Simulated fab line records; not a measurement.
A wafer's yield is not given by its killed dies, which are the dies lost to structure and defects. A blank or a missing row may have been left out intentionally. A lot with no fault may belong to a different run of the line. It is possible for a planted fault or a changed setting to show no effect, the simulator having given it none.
The same fault as seen by 2 desks -- flow sky130 -- numbers are kept per desk, each desk with only its own; the story behind them comes last

## AT THE TOOL OWNER'S DESK: pvd sputter-02
The tool's own readings at SKY_VIA3_SPUTTER_20 (material TiN, target thk 20 nm, time 80 s): means of the sampled wafers that have a number, for each lot that ran on this tool. If a lot's mean is further than 4 standard deviations from the usual mean, the lot is out of limits and carries the mark OUT (the distance appears in the brackets).
Columns: A = throttle valve pct at SKY_VIA3_SPUTTER_20, usual 30.2 %
lot,first seen here,A
L969,day 42 02:05,29.8
L973,day 43 03:25,29.2
L974,day 43 05:46,30.2
Finding of this desk: none of the 3 lots has anything out of limits.

## THE METROLOGY DESK
What the gauges read, lot by lot, whatever tool the lot ran on: means of the sampled wafers that have a number. If a lot's mean is further than 4 standard deviations from the usual mean, the lot is out of limits and carries the mark OUT (the distance appears in the brackets).
Columns: A = cd nm at SKY_VIA3_CD_MEAS_12, usual 200.2 nm; B = VIA3_OVL at SKY_VIA3_OVL_MEAS_13, usual -2 nm
lot,first seen here,A,B
L963,day 39 19:53,200.9,-3
L969,day 42 01:17,199.2,-5
L973,day 43 02:29,199.8,-1
L974,day 43 04:56,199.6,4
L980,day 44 17:56,198.4,-3
L982,day 45 05:47,200.2,-2
Finding of this desk: none of the 6 lots has anything out of limits.

## ALL TOGETHER
Nothing out of limits was seen by the tool owner's desk.
At the metrology desk, nothing out of limits was observed.

## WHAT HAD BEEN PUT IN BY THE SIMULATOR
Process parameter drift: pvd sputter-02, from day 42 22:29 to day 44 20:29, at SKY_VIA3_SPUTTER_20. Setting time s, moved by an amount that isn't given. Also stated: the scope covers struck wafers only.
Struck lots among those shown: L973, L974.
